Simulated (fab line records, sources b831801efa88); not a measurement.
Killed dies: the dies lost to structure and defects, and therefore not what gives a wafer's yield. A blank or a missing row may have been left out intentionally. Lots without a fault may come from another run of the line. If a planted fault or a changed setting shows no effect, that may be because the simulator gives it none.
fab line records | flow gf180mcu
[record] lots = 24 wafers = 72 last_day = 34
route steps=602 shown M1@319 V1@340 V2@383 V3@450 V4@498 V5@557
lots that met no fault: from a run of the same line without faults
start_h: start of the lot's first displayed wafer, in hours after the record's first day | wait_h: time in hours since the lot's previous step | " same as the row above | L1.1+2: several wafers, shown together as one row | - no value, or no start was given | * or withheld: withheld | < > ~ a bound
route shown NAME@n: NAME is a module with steps in the file, n the number in the route of the first one | usual: mean/standard deviation of fault-free wafers | same: alike in all rows | chamber/n: place in a boat | sites: per-site readings | _std_site: standard deviation across them | _edge_site: the outer-site mean with the inner-site mean subtracted | radius_mm: how far each site lies from the wafer's centre | mask NAME#n: copy n | behind: the tool/chamber that last shaped the wafer | hold: reason for holding the lot/hours on hold/outcome of the hold | device: names the non-switching transistor (n, p or np) | end of line: tests of these same wafers at the route's end | for a step that has no rows: nothing shown but its recipe | killed: the dies lost at the first sort to structure and to defects; this is not the yield of the wafer | map: dies across one wafer; x = killed, . = not, _ = none there
set.NAME: setting as actually run; set.NAME@STEP: the setting as run at that earlier step | model.NAME: the simulator's own value behind a step, which no gauge read
a sample of lots followed through the steps of the route, with each step as a table and each wafer as a row
services: a tool's chamber out of use, with start hour (start_h, from the record's first day; less than 0 if before it), hours out, and reason
[[steps]]
[step GF_M1_SPUTTER_04]
[recipe] material = TiN target_thk_nm = 50 power_w = 6500 time_s = 41.7 chamber_pressure_pa = 0.4
[usual] throttle_valve_pct = 29.5/1.3
[same] time_s = 41.7
// columns lot.wafer tool chamber start_h wait_h throttle_valve_pct
L074.2 pvd_sputter-02 - 360.07 0.0 29.6
L074.3 " - " " 27.7
L074.5 " - " " 29.3
L075.1 pvd_sputter-03 - 366.32 0.0 27.6
L075.2 " - " " 30.8
L075.3 " - " " 29.5
L076.1 pvd_sputter-03 - 378.16 0.0 27.8
L076.3 " - " " 31.0
L076.4 " - " " 29.7
L077.3 pvd_sputter-02 - 387.64 0.0 28.8
L077.5 " - " " 27.4
L077.6 " - " " 29.0
L078.1 pvd_sputter-01 - 399.46 0.0 29.3
L078.2 " - " " 30.0
L078.3 " - " " 30.6
L079.2 pvd_sputter-01 - 400.41 0.0 30.0
L079.3 " - " " 29.0
L079.5 " - " " 29.4
L080.4 pvd_sputter-02 - 405.36 0.0 27.4
L080.5 " - " " 28.9
L080.6 " - " " 29.6
L081.1 pvd_sputter-03 - 414.74 0.0 31.4
L081.2 " - " " 27.6
L081.4 " - " " 31.4
L082.1 pvd_sputter-03 - 423.82 0.0 29.7
L082.4 " - " " 29.9
L082.5 " - " " 31.4
L083.3 pvd_sputter-02 - 435.83 0.0 28.8
L083.4 " - " " 29.9
L083.5 " - " " 29.2
L084.4 pvd_sputter-02 - 442.11 0.0 28.9
L084.5 " - " " 30.0
L084.6 " - " " 29.2
L085.3 pvd_sputter-03 - 451.04 0.0 31.1
L085.4 " - " " 28.1
L085.6 " - " " 30.8
L086.1 pvd_sputter-03 - 469.17 0.0 31.3
L086.2 " - " " 27.7
L086.3 " - " " 31.0
L087.3 pvd_sputter-01 - 471.74 0.0 27.6
L087.5 " - " " 29.1
L087.6 " - " " 30.2
L088.3 pvd_sputter-03 - 485.16 0.0 31.3
L088.4 " - " " 30.8
L088.5 " - " " 29.7
L089.2 pvd_sputter-03 - 504.86 0.0 31.2
L089.3 " - " " 29.8
L089.6 " - " " 31.6
L090.2 pvd_sputter-01 - 516.57 0.0 31.0
L090.5 " - " " 27.4
L090.6 " - " " 30.0
L091.1 pvd_sputter-01 - 534.36 0.0 29.6
L091.2 " - " " 30.0
L091.3 " - " " 27.3
L092.2 pvd_sputter-01 - 536.02 0.0 30.8
L092.3 " - " " 30.0
L092.6 " - " " 30.8
L093.2 pvd_sputter-02 - 551.65 0.0 27.6
L093.4 " - " " 30.0
L093.5 " - " " 27.5
L094.2 pvd_sputter-01 - 557.88 0.0 27.5
L094.3 " - " " 30.1
L094.4 " - " " 29.1
L096.1 pvd_sputter-03 - 566.54 0.0 30.1
L096.3 " - " " 31.4
L096.6 " - " " 29.7
L097.1 pvd_sputter-01 - 567.84 0.0 29.4
L097.4 " - " " 30.7
L097.6 " - " " 30.1
L095.2 pvd_sputter-03 - 569.10 0.0 29.6
L095.3 " - " " 27.5
L095.5 " - " " 30.8
[step GF_V1_BOW_MEAS_05]
[recipe] mode = bow
[usual] V1_BOW = 83/7.8
// columns lot.wafer tool chamber start_h wait_h V1_BOW[um]
L074.2 film_metro-01 - 383.54 0.2 87
L074.3 " - " " 73
L074.5 " - " " 85
L075.1 film_metro-01 - 389.94 0.1 98
L075.2 " - " " 79
L075.3 " - " " 76
L076.1 film_metro-02 - 401.98 0.1 86
L076.3 " - " " 86
L076.4 " - " " 95
L077.3 film_metro-03 - 411.89 0.2 96
L077.5 " - " " 78
L077.6 " - " " 79
L078.1 film_metro-02 - 424.15 0.2 85
L078.2 " - " " 78
L078.3 " - " " 87
L079.2 film_metro-02 - 425.23 0.1 79
L079.3 " - " " 82
L079.5 " - " " 83
L080.4 film_metro-01 - 429.96 0.3 72
L080.5 " - " " 75
L080.6 " - " " 97
L081.1 film_metro-01 - 439.74 0.1 76
L081.2 " - " " 85
L081.4 " - " " 78
L082.1 film_metro-01 - 447.59 0.2 78
L082.4 " - " " 75
L082.5 " - " " 89
L083.3 film_metro-03 - 461.38 0.2 83
L083.4 " - " " 74
L083.5 " - " " 72
L084.4 film_metro-02 - 467.23 0.2 97
L084.5 " - " " 85
L084.6 " - " " 87
L085.3 film_metro-03 - 476.27 0.3 85
L085.4 " - " " 98
L085.6 " - " " 85
L086.1 film_metro-02 - 494.64 0.1 69
L086.2 " - " " 81
L086.3 " - " " 82
L087.3 film_metro-02 - 496.90 0.2 95
L087.5 " - " " 101
L087.6 " - " " 85
L088.3 film_metro-03 - 510.40 0.1 75
L088.4 " - " " 83
L088.5 " - " " 73
L089.2 film_metro-02 - 529.43 0.2 72
L089.3 " - " " 75
L089.6 " - " " 79
L090.2 film_metro-02 - 541.12 0.1 66
L090.5 " - " " 87
L090.6 " - " " 87
L091.1 film_metro-01 - 558.54 0.1 71
L091.2 " - " " 86
L091.3 " - " " 98
L092.2 film_metro-01 - 559.81 0.2 80
L092.3 " - " " 68
L092.6 " - " " 94
L093.2 film_metro-02 - 575.22 0.1 89
L093.4 " - " " 84
L093.5 " - " " 87
L094.2 film_metro-01 - 580.59 0.3 78
L094.3 " - " " 75
L094.4 " - " " 87
L096.1 film_metro-01 - 589.17 0.2 83
L096.3 " - " " 74
L096.6 " - " " 89
L097.1 film_metro-02 - 590.82 0.2 66
L097.4 " - " " 80
L097.6 " - " " 85
L095.2 film_metro-01 - 591.83 0.1 102
L095.3 " - " " 93
L095.5 " - " " 94
[step GF_V2_THK_MEAS_01]
[recipe] reads = SiO2_of_V2_CVD_00
[usual] V2_CVD_00_THK = 597/8.5
// columns lot.wafer tool chamber start_h wait_h V2_CVD_00_THK[nm]
L074.2 film_metro-04 - 432.58 0.0 598
L074.3 " - " " 602
L074.5 " - " " 601
L075.1 film_metro-03 - 438.47 0.0 595
L075.2 " - " " 602
L075.3 " - " " 586
L076.1 film_metro-04 - 451.74 0.0 591
L076.3 " - " " 592
L076.4 " - " " 600
L077.3 film_metro-04 - 461.04 0.1 605
L077.5 " - " " 604
L077.6 " - " " 602
L078.1 film_metro-02 - 472.32 0.0 601
L078.2 " - " " 608
L078.3 " - " " 602
L079.2 film_metro-04 - 473.77 0.0 588
L079.3 " - " " 602
L079.5 " - " " 592
L080.4 film_metro-02 - 479.69 0.0 586
L080.5 " - " " 582
L080.6 " - " " 588
L081.1 film_metro-04 - 490.30 0.0 603
L081.2 " - " " 605
L081.4 " - " " 595
L082.1 film_metro-03 - 497.46 0.0 608
L082.4 " - " " 600
L082.5 " - " " 607
L083.3 film_metro-04 - 511.17 0.1 600
L083.4 " - " " 600
L083.5 " - " " 611
L084.4 film_metro-04 - 517.12 0.0 598
L084.5 " - " " 603
L084.6 " - " " 600
L085.3 film_metro-04 - 526.02 0.1 588
L085.4 " - " " 589
L085.6 " - " " 599
L086.1 film_metro-04 - 543.64 0.0 597
L086.2 " - " " 592
L086.3 " - " " 599
L087.3 film_metro-04 - 544.95 0.1 594
L087.5 " - " " 591
L087.6 " - " " 585
L088.3 film_metro-04 - 557.73 0.1 596
L088.4 " - " " 592
L088.5 " - " " 594
L089.2 film_metro-02 - 576.84 0.0 593
L089.3 " - " " 591
L089.6 " - " " 590
L090.2 film_metro-04 - 587.59 0.0 598
L090.5 " - " " 593
L090.6 " - " " 596
L091.1 film_metro-04 - 604.49 0.0 610
L091.2 " - " " 617
L091.3 " - " " 612
L092.2 film_metro-02 - 605.81 0.0 590
L092.3 " - " " 593
L092.6 " - " " 600
L093.2 film_metro-03 - 620.16 0.0 591
L093.4 " - " " 594
L093.5 " - " " 591
L094.2 film_metro-03 - 625.01 0.0 607
L094.3 " - " " 599
L094.4 " - " " 601
L096.1 film_metro-03 - 633.88 0.0 597
L096.3 " - " " 596
L096.6 " - " " 594
L097.1 film_metro-03 - 635.71 0.0 591
L097.4 " - " " 589
L097.6 " - " " 592
L095.2 film_metro-04 - 636.06 0.0 608
L095.3 " - " " 608
L095.5 " - " " 614
[step GF_V3_SPUTTER_21]
[recipe] material = Ti target_thk_nm = 15 chamber_pressure_pa = 5 power_w = 2500 substrate_temp_c = 200 time_s = 80.02
[usual] throttle_valve_pct = 29.7/1.3
[same] time_s = 80.02
// columns lot.wafer tool chamber start_h wait_h throttle_valve_pct
L074.2 pvd_sputter-03 - 507.69 0.0 31.7
L074.3 " - " " 28.0
L074.5 " - " " 31.0
L075.1 pvd_sputter-03 - 513.94 0.0 27.8
L075.2 " - " " 31.0
L075.3 " - " " 31.6
L076.1 pvd_sputter-02 - 526.23 0.0 27.6
L076.3 " - " " 28.8
L076.4 " - " " 30.1
L077.3 pvd_sputter-02 - 535.76 0.0 28.8
L077.5 " - " " 30.0
L077.6 " - " " 29.4
L078.1 pvd_sputter-03 - 546.33 0.0 31.4
L078.2 " - " " 27.7
L078.3 " - " " 30.7
L079.2 pvd_sputter-02 - 547.54 0.0 29.0
L079.3 " - " " 30.1
L079.5 " - " " 30.0
L080.4 pvd_sputter-03 - 553.23 0.0 29.7
L080.5 " - " " 31.4
L080.6 " - " " 27.8
L081.1 pvd_sputter-04 - 562.93 0.0 30.7
L081.2 " - " " 30.0
L081.4 " - " " 31.7
L082.1 pvd_sputter-04 - 569.13 0.0 29.3
L082.4 " - " " 32.0
L082.5 " - " " 30.3
L083.3 pvd_sputter-04 - 581.79 0.0 28.9
L083.4 " - " " 30.6
L083.5 " - " " 30.2
L084.4 pvd_sputter-02 - 587.93 0.0 29.1
L084.5 " - " " 27.5
L084.6 " - " " 28.7
L085.3 pvd_sputter-03 - 596.48 0.0 31.4
L085.4 " - " " 31.2
L085.6 " - " " 27.6
L086.1 pvd_sputter-02 - 612.96 0.0 29.0
L086.2 " - " " 27.3
L086.3 " - " " 29.9
L087.3 pvd_sputter-03 - 614.39 0.0 29.8
L087.5 " - " " 29.7
L087.6 " - " " 27.6
L088.3 pvd_sputter-03 - 625.28 0.0 27.7
L088.4 " - " " 29.3
L088.5 " - " " 31.0
L089.2 pvd_sputter-04 - 642.93 0.0 29.0
L089.3 " - " " 32.0
L089.6 " - " " 30.2
L090.2 pvd_sputter-03 - 653.82 0.0 31.1
L090.5 " - " " 27.6
L090.6 " - " " 29.7
L091.1 pvd_sputter-04 - 669.49 0.0 30.7
L091.2 " - " " 28.8
L091.3 " - " " 31.9
L092.2 pvd_sputter-02 - 670.28 0.0 27.5
L092.3 " - " " 29.0
L092.6 " - " " 29.2
L093.2 pvd_sputter-03 - 683.77 0.0 31.6
L093.4 " - " " 30.8
L093.5 " - " " 29.9
L094.2 pvd_sputter-04 - 686.40 0.0 30.5
L094.3 " - " " 29.0
L094.4 " - " " 30.2
L096.1 pvd_sputter-03 - 697.22 0.0 29.9
L096.3 " - " " 27.6
L096.6 " - " " 31.1
L097.1 pvd_sputter-03 - 697.77 0.0 29.4
L097.4 " - " " 30.9
L097.6 " - " " 27.8
L095.2 pvd_sputter-02 - 698.15 0.0 27.5
L095.3 " - " " 28.8
L095.5 " - " " 30.0
[step GF_V4_SPUTTER_22]
[recipe] material = TiN target_thk_nm = 10 chamber_pressure_pa = 5 power_w = 4000 time_s = 40
[usual] throttle_valve_pct = 29.6/1.2
[same] time_s = 40
// columns lot.wafer tool chamber start_h wait_h throttle_valve_pct
L074.2 pvd_sputter-01 - 555.11 0.0 30.6
L074.3 " - " " 27.5
L074.5 " - " " 29.2
L075.1 pvd_sputter-02 - 562.12 0.0 27.6
L075.2 " - " " 30.2
L075.3 " - " " 28.8
L076.1 pvd_sputter-04 - 575.04 0.0 30.6
L076.3 " - " " 31.9
L076.4 " - " " 29.7
L077.3 pvd_sputter-02 - 583.11 0.0 29.3
L077.5 " - " " 27.4
L077.6 " - " " 28.9
L078.1 pvd_sputter-01 - 593.55 0.0 29.4
L078.2 " - " " 29.9
L078.3 " - " " 30.6
L079.2 pvd_sputter-04 - 594.46 0.0 30.2
L079.3 " - " " 30.6
L079.5 " - " " 30.1
L080.4 pvd_sputter-02 - 599.86 0.0 27.6
L080.5 " - " " 28.9
L080.6 " - " " 27.7
L081.1 pvd_sputter-04 - 609.54 0.0 28.9
L081.2 " - " " 30.5
L081.4 " - " " 31.9
L082.1 pvd_sputter-02 - 614.76 0.0 27.9
L082.4 " - " " 28.9
L082.5 " - " " 29.5
L083.3 pvd_sputter-04 - 627.66 0.0 28.9
L083.4 " - " " 30.0
L083.5 " - " " 32.0
L084.4 pvd_sputter-02 - 632.53 0.0 29.4
L084.5 " - " " 27.4
L084.6 " - " " 28.6
L085.3 pvd_sputter-01 - 641.39 0.0 30.8
L085.4 " - " " 29.4
L085.6 " - " " 29.3
L086.1 pvd_sputter-02 - 656.63 0.0 29.6
L086.2 " - " " 27.6
L086.3 " - " " 30.0
L087.3 pvd_sputter-04 - 658.48 0.0 30.0
L087.5 " - " " 31.9
L087.6 " - " " 28.9
L088.3 pvd_sputter-04 - 667.67 0.0 30.7
L088.4 " - " " 30.1
L088.5 " - " " 31.9
L089.2 pvd_sputter-02 - 684.76 0.0 29.2
L089.3 " - " " 30.2
L089.6 " - " " 27.6
L090.2 pvd_sputter-02 - 695.66 0.0 29.8
L090.5 " - " " 29.4
L090.6 " - " " 29.9
L091.1 pvd_sputter-04 - 710.20 0.0 28.6
L091.2 " - " " 31.9
L091.3 " - " " 30.0
L092.2 pvd_sputter-01 - 710.62 0.0 30.7
L092.3 " - " " 29.2
L092.6 " - " " 30.1
L093.2 pvd_sputter-02 - 723.32 0.0 28.9
L093.4 " - " " 29.3
L093.5 " - " " 29.5
L094.2 pvd_sputter-01 - 724.80 0.0 27.8
L094.3 " - " " 30.7
L094.4 " - " " 27.6
L096.1 pvd_sputter-02 - 735.29 0.0 27.5
L096.3 " - " " 28.9
L096.6 " - " " 28.9
L097.1 pvd_sputter-04 - 735.64 0.0 28.7
L097.4 " - " " 30.1
L097.6 " - " " 31.6
L095.2 pvd_sputter-04 - 735.99 0.0 31.9
L095.3 " - " " 29.1
L095.5 " - " " 30.1
[step GF_V5_ETCH_17]
[recipe] chemistry = C4F8/O2/Ar mask_material = KrF target = SiO2 stop_on = TiN source_w = 1500 bias_w = 1200 pressure_mtorr = 40 c4f8_flow_sccm = withheld O2_flow_sccm = 6 Ar_flow_sccm = 300 time_s = withheld target_depth_a = 8550
[usual] oes_product_au = 0.859/0.0044
// columns lot.wafer tool chamber start_h wait_h oes_product_au
L074.2 rie_diel-03 2 - - 0.856
L074.3 " 0 " " 0.862
L074.5 " 0 " " 0.853
L075.1 rie_diel-03 1 - - 0.851
L075.2 " 0 " " 0.862
L075.3 " 2 " " 0.864
L076.1 rie_diel-01 2 - - 0.858
L076.3 " 3 " " 0.861
L076.4 " 0 " " 0.859
L077.3 rie_diel-03 0 - - 0.854
L077.5 " 1 " " 0.860
L077.6 " 0 " " 0.856
L078.1 rie_diel-01 2 - - 0.859
L078.2 " 0 " " 0.853
L078.3 " 3 " " 0.860
L079.2 rie_diel-02 2 - - 0.866
L079.3 " 3 " " 0.860
L079.5 " 2 " " 0.868
L080.4 rie_diel-03 1 - - 0.854
L080.5 " 2 " " 0.861
L080.6 " 1 " " 0.855
L081.1 rie_diel-02 0 - - 0.860
L081.2 " 2 " " 0.853
L081.4 " 3 " " 0.857
L082.1 rie_diel-02 3 - - 0.849
L082.4 " 1 " " 0.855
L082.5 " 0 " " 0.855
L083.3 rie_diel-01 3 - - 0.856
L083.4 " 3 " " 0.870
L083.5 " 1 " " 0.867
L084.4 rie_diel-01 3 - - 0.859
L084.5 " 1 " " 0.858
L084.6 " 0 " " 0.856
L085.3 rie_diel-01 1 - - 0.855
L085.4 " 0 " " 0.864
L085.6 " 2 " " 0.859
L086.1 rie_diel-03 2 - - 0.862
L086.2 " 0 " " 0.866
L086.3 " 3 " " 0.863
L087.3 rie_diel-02 1 - - 0.852
L087.5 " 3 " " 0.858
L087.6 " 0 " " 0.864
L088.3 rie_diel-01 3 - - 0.856
L088.4 " 2 " " 0.854
L088.5 " 2 " " 0.861
L089.2 rie_diel-03 3 - - 0.862
L089.3 " 0 " " 0.853
L089.6 " 1 " " 0.855
L090.2 rie_diel-01 2 - - 0.854
L090.5 " 0 " " 0.858
L090.6 " 1 " " 0.864
L091.1 rie_diel-03 3 - - 0.861
L091.2 " 0 " " 0.856
L091.3 " 2 " " 0.865
L092.2 rie_diel-02 1 - - 0.858
L092.3 " 2 " " 0.856
L092.6 " 2 " " 0.864
L093.2 rie_diel-02 2 - - 0.857
L093.4 " 3 " " 0.865
L093.5 " 1 " " 0.861
L094.2 rie_diel-02 3 - - 0.861
L094.3 " 1 " " 0.858
L094.4 " 2 " " 0.858
L096.1 rie_diel-03 0 - - 0.856
L096.3 " 3 " " 0.861
L096.6 " 3 " " 0.856
L097.1 rie_diel-02 0 - - 0.857
L097.4 " 2 " " 0.863
L097.6 " 3 " " 0.855
L095.2 rie_diel-01 0 - - 0.857
L095.3 " 2 " " 0.854
L095.5 " 3 " " 0.860
[[services]]
// columns tool chamber start_h hours kind
rie_diel-03 3 337.19 2.4 repair
rie_diel-01 - 339.46 1.6 repair
pvd_sputter-02 - 367.80 0.7 repair
pvd_sputter-04 - 369.77 3.0 repair
pvd_sputter-04 - 374.42 57.9 repair
rie_diel-01 1 413.67 17.9 repair
pvd_sputter-03 - 471.31 2.8 repair
pvd_sputter-02 - 472.22 7.4 repair
pvd_sputter-04 - 480.97 4.6 repair
pvd_sputter-01 - 492.24 3.8 repair
pvd_sputter-03 - 508.64 2.2 repair
pvd_sputter-01 - 520.43 4.7 repair
pvd_sputter-03 - 533.64 3.5 repair
pvd_sputter-03 - 534.26 10.8 repair
pvd_sputter-02 - 552.20 2.9 repair
pvd_sputter-01 - 558.29 4.2 repair
pvd_sputter-04 - 566.35 1.3 repair
pvd_sputter-04 - 582.99 1.4 repair
pvd_sputter-04 - 609.94 1.9 repair
pvd_sputter-01 - 699.70 3.4 repair
pvd_sputter-04 - 717.91 1.9 repair
pvd_sputter-03 - 719.84 9.9 repair
pvd_sputter-02 - 742.11 1.8 repair
pvd_sputter-02 - 754.73 2.2 repair
[[key]]
fault none
